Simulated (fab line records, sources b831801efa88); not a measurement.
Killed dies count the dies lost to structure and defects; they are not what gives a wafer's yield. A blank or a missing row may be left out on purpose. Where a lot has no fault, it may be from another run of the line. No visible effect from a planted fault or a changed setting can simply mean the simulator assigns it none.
The tool behind it: which one?	flow sfq-line	42 wafers from 14 lots sampled at 6 of the route's 325 steps

== WHAT THE GAUGES READ, wafer by wafer ==
SFQ_INCOMING_BOW_MEAS_900.
lot	measured	on	INCOMING_BOW (um)
L801	day 1 10:00	film-metro-03	1 -1 2
L802	day 1 15:02	film-metro-01	3 -1 2
L803	day 1 20:01	film-metro-02	-1 6 5
L804	day 2 01:00	film-metro-03	4 -6 -4
L806	day 2 11:01	film-metro-01	5 3 11
L807	day 2 16:04	film-metro-03	-2 12 4
L808	day 2 21:02	film-metro-03	9 -3 6
L814	day 4 03:01	film-metro-02	5 2 1
L815	day 4 08:01	film-metro-03	-10 3 6
L816	day 4 13:01	film-metro-02	-12 -8 -4
L818	day 4 23:01	film-metro-02	2 -1 -6
L819	day 5 04:02	film-metro-01	-4 -10 7
L821	day 5 14:01	film-metro-03	-2 -9 -4
L823	day 6 00:00	film-metro-02	-8 7 1

SFQ_JJ_RS_MEAS_929: a four-point-probe measurement.
lot	measured	on	JJ_NB_RS (ohm/sq)
L801	day 48 06:08	film-metro-02	1.041 1.027 1.022
L802	day 48 19:17	film-metro-02	1.043 1.055 1.040
L803	day 50 07:19	film-metro-03	1.051 1.037 1.054
L804	day 50 13:07	film-metro-01	1.033 1.032 1.043
L806	day 50 20:20	film-metro-02	1.057 1.054 1.047
L807	day 51 02:23	film-metro-02	1.053 1.044 1.042
L808	day 51 07:00	film-metro-01	1.044 1.036 1.039
L814	day 53 04:34	film-metro-01	1.046 1.048 1.045
L815	day 53 11:23	film-metro-01	1.054 1.039 1.045
L816	day 53 14:58	film-metro-02	1.057 1.049 1.062
L818	day 54 00:34	film-metro-03	1.050 1.047 1.059
L819	day 54 01:47	film-metro-02	1.046 1.047 1.035
L821	day 54 08:58	film-metro-02	1.048 1.036 1.039
L823	day 54 23:56	film-metro-02	1.042 1.028 1.043

== TOOL THAT RAN EACH LOT (tool first, then ch and the chambers of the sampled wafers, then the start) ==
lot	SFQ_TRILAYER_I0_VIA_ETCH_VIA_ETCH_034	SFQ_TRILAYER_I3_VIA_BARC_OPEN_VIA_ETCH_121	SFQ_TRILAYER_I3_VIA_ETCH_VIA_ETCH_088	SFQ_TRILAYER_M4_LITHO_EXPOSE_094
L801	rie-diel-04 ch 0,1,2, day 9 11:12	rie-diel-03 ch 0,1, day 35 08:01	rie-diel-03 ch 0,1, day 35 08:04	krf-scanner-02 ch 0, day 40 16:53
L802	rie-diel-02 ch 1,2, day 9 20:48	rie-diel-04 ch 1,2,3, day 36 15:21	rie-diel-04 ch 1,2,3, day 36 15:23	krf-scanner-01 ch 0, day 42 05:25
L803	rie-diel-01 ch 1,2,3, day 13 15:04	rie-diel-03 ch 1,2,3, day 38 06:20	rie-diel-03 ch 1,2,3, day 38 06:23	krf-scanner-01 ch 0, day 43 23:28
L804	rie-diel-04 ch 0,1,2, day 14 04:24	rie-diel-04 ch 1,2,3, day 38 09:53	rie-diel-04 ch 1,2,3, day 38 09:56	krf-scanner-01 ch 0, day 44 04:04
L806	rie-diel-01 ch 0,1,3, day 14 18:48	rie-diel-02 ch 1,2,3, day 38 16:38	rie-diel-02 ch 1,2,3, day 38 16:41	krf-scanner-01 ch 0, day 44 10:16
L807	rie-diel-01 ch 1,2, day 15 13:05	rie-diel-04 ch 0,2,3, day 42 04:09	rie-diel-04 ch 0,2,3, day 42 04:11	krf-scanner-02, day 44 15:01
L808	rie-diel-01 ch 1,2,3, day 15 23:48	rie-diel-02 ch 0,1,3, day 43 07:52	rie-diel-02 ch 0,1,3, day 43 07:55	krf-scanner-02, day 44 16:01
L814	rie-diel-04 ch 1,2, day 18 09:28	rie-diel-03 ch 2,3, day 46 10:39	rie-diel-03 ch 2,3, day 46 10:41	krf-scanner-02 ch 0, day 46 12:50
L815	rie-diel-01 ch 2,3, day 18 14:16	rie-diel-04 ch 0,3, day 46 15:27	rie-diel-04 ch 0,3, day 46 15:29	krf-scanner-02 ch 0, day 46 22:44
L816	rie-diel-02 ch 0,1,2, day 18 16:40	rie-diel-02 ch 0,1,2, day 46 20:22	rie-diel-02 ch 0,1,2, day 46 20:25	krf-scanner-02 ch 0, day 46 23:56
L818	rie-diel-01 ch 0,1,2, day 19 11:52	rie-diel-04 ch 0,1,3, day 47 06:06	rie-diel-04 ch 0,1,3, day 47 06:08	krf-scanner-02 ch 0, day 47 08:17
L819	rie-diel-02 ch 0,1,3, day 19 13:04	rie-diel-03 ch 0,2,3, day 47 10:54	rie-diel-03 ch 0,2,3, day 47 10:56	krf-scanner-02 ch 0, day 47 13:40
L821	rie-diel-04 ch 0,1,2, day 19 22:40	rie-diel-02 ch 1,2,3, day 47 18:06	rie-diel-02 ch 1,2,3, day 47 18:08	krf-scanner-02 ch 0, day 47 20:17
L823	rie-diel-01 ch 1,2, day 20 17:52	rie-diel-04 ch 0,1, day 48 04:54	rie-diel-04 ch 0,1, day 48 04:56	krf-scanner-02 ch 0, day 48 06:53
- SFQ_TRILAYER_I0_VIA_ETCH_VIA_ETCH_034: etches SiO2 in CHF3, stops on Nb, target depth 260 nm.
- SFQ_TRILAYER_I3_VIA_BARC_OPEN_VIA_ETCH_121: etches BARC in O2, target depth 125 nm, time 41.7 s.
- SFQ_TRILAYER_I3_VIA_ETCH_VIA_ETCH_088: etches SiO2 in CHF3, stops on Nb, target depth 260 nm.
- SFQ_TRILAYER_M4_LITHO_EXPOSE_094: exposes mask M4, target cd 500 nm.

== WHAT THE TOOLS THEMSELVES READ (means of the sampled wafers that have a number; where no wafer has one, the mark that the record gives instead) ==
SFQ_TRILAYER_I0_VIA_ETCH_VIA_ETCH_034.
lot	tool	bias-w (W)	chamber-pressure-mTorr (mTorr)	drypump-motor-current-A (A)	oes-product-au (a.u.)	rf-fwd-power-W (W)
L801	rie-diel-04	80.13	29.994	5.9	0.852	498.4
L802	rie-diel-02	79.82	30.027	6.4	0.853	497.3
L803	rie-diel-01	80.23	30.023	6.0	0.854	497.8
L804	rie-diel-04	79.88	29.994	6.0	0.858	498.2
L806	rie-diel-01	80.01	29.983	6.3	0.851	498.7
L807	rie-diel-01	79.92	29.979	6.1	0.851	498.3
L808	rie-diel-01	79.85	29.994	6.0	0.853	496.5
L814	rie-diel-04	80.13	29.988	6.3	0.856	498.6
L815	rie-diel-01	80.02	30.013	5.9	0.859	496.6
L816	rie-diel-02	80.20	30.001	5.9	0.855	496.4
L818	rie-diel-01	79.91	29.980	5.8	0.852	496.6
L819	rie-diel-02	80.09	29.989	5.5	0.857	497.5
L821	rie-diel-04	80.05	29.989	5.9	0.857	497.8
L823	rie-diel-01	80.08	29.983	6.1	0.857	497.5

SFQ_TRILAYER_I3_VIA_BARC_OPEN_VIA_ETCH_121.
lot	tool	bias-w (W)	chamber-pressure-mTorr (mTorr)	drypump-motor-current-A (A)	oes-product-au (a.u.)	rf-fwd-power-W (W)
L801	rie-diel-03	79.84	30.003	5.9	0.682	494.8
L802	rie-diel-04	80.02	30.012	6.2	0.684	494.2
L803	rie-diel-03	80.11	29.992	6.1	0.691	493.3
L804	rie-diel-04	79.96	29.988	6.1	0.684	495.1
L806	rie-diel-02	79.97	30.010	6.0	0.683	494.7
L807	rie-diel-04	-	-	-	-	-
L808	rie-diel-02	-	-	-	-	-
L814	rie-diel-03	80.03	29.993	6.1	0.682	494.1
L815	rie-diel-04	80.38	29.990	5.6	0.682	493.6
L816	rie-diel-02	80.25	30.015	5.8	0.686	494.3
L818	rie-diel-04	79.86	30.003	5.8	0.688	494.3
L819	rie-diel-03	80.23	30.018	6.3	0.683	494.8
L821	rie-diel-02	79.96	29.971	6.0	0.680	495.5
L823	rie-diel-04	79.98	30.016	6.0	0.686	495.7

SFQ_TRILAYER_I3_VIA_ETCH_VIA_ETCH_088.
lot	tool	bias-w (W)	chamber-pressure-mTorr (mTorr)	drypump-motor-current-A (A)	oes-product-au (a.u.)	rf-fwd-power-W (W)
L801	rie-diel-03	79.93	30.025	5.9	0.855	498.2
L802	rie-diel-04	79.98	30.001	6.1	0.852	497.9
L803	rie-diel-03	79.81	30.033	6.0	0.857	498.2
L804	rie-diel-04	79.99	29.968	6.1	0.853	497.6
L806	rie-diel-02	79.90	30.000	6.0	0.858	498.3
L807	rie-diel-04	79.91	29.997	5.7	0.376	497.5
L808	rie-diel-02	79.89	29.996	5.5	0.380	498.4
L814	rie-diel-03	80.02	29.963	6.1	0.858	497.7
L815	rie-diel-04	79.99	30.010	5.6	0.852	497.8
L816	rie-diel-02	79.92	29.999	5.8	0.853	499.2
L818	rie-diel-04	80.09	29.975	5.8	0.855	496.6
L819	rie-diel-03	80.29	30.001	6.3	0.855	498.4
L821	rie-diel-02	80.18	29.976	6.0	0.850	498.4
L823	rie-diel-04	80.15	30.015	6.0	0.858	497.4

SFQ_TRILAYER_M4_LITHO_EXPOSE_094.
lot	tool	exposure-dose-mJ-cm2	focus-offset-nm (nm)
L801	krf-scanner-02	14.383	-0.3
L802	krf-scanner-01	14.418	-0.4
L803	krf-scanner-01	14.365	-1.0
L804	krf-scanner-01	14.400	0.1
L806	krf-scanner-01	14.402	0.2
L807	krf-scanner-02	-	-
L808	krf-scanner-02	-	-
L814	krf-scanner-02	14.405	-0.4
L815	krf-scanner-02	14.393	0.2
L816	krf-scanner-02	14.380	-0.5
L818	krf-scanner-02	14.390	-0.6
L819	krf-scanner-02	14.390	-0.5
L821	krf-scanner-02	14.402	0.5
L823	krf-scanner-02	14.408	-0.4

== THE ANSWER, worked out from the rows above alone ==
Rule: what is usual is taken from the lots themselves. The widest of any qualifying gaps counts: lots, ordered by their means at a reading, are off when they make up no more than a third of the lots, leave a main group of 4 or more, and stand apart from it by 3 or more times the standard deviation of that group's means. A main group whose means are all the same, to the digits that the tables above print for the reading, isn't used. Also off: a lot with no number at a reading for which 4 or more lots have one. The other lots that the step has rows for count as sound. First the gauges in route order, then the tools' own readings, where a lot's mean is used as printed above. The first step at which some lot is off is used, and at that step the reading that is off furthest; a lot without a number counts as furthest.
Off at SFQ_TRILAYER_I3_VIA_BARC_OPEN_VIA_ETCH_121 (bias-w): L807, L808. Without a number there: L807, L808. The main group has a mean of 80.05 W with a standard deviation of 0.16.
A tool fits if, at that step or a process step before it, it ran every lot that is off, and no sound lot after the first of them. No candidate that was tried fits.

== WHAT WAS PUT IN BY THE SIMULATOR ==
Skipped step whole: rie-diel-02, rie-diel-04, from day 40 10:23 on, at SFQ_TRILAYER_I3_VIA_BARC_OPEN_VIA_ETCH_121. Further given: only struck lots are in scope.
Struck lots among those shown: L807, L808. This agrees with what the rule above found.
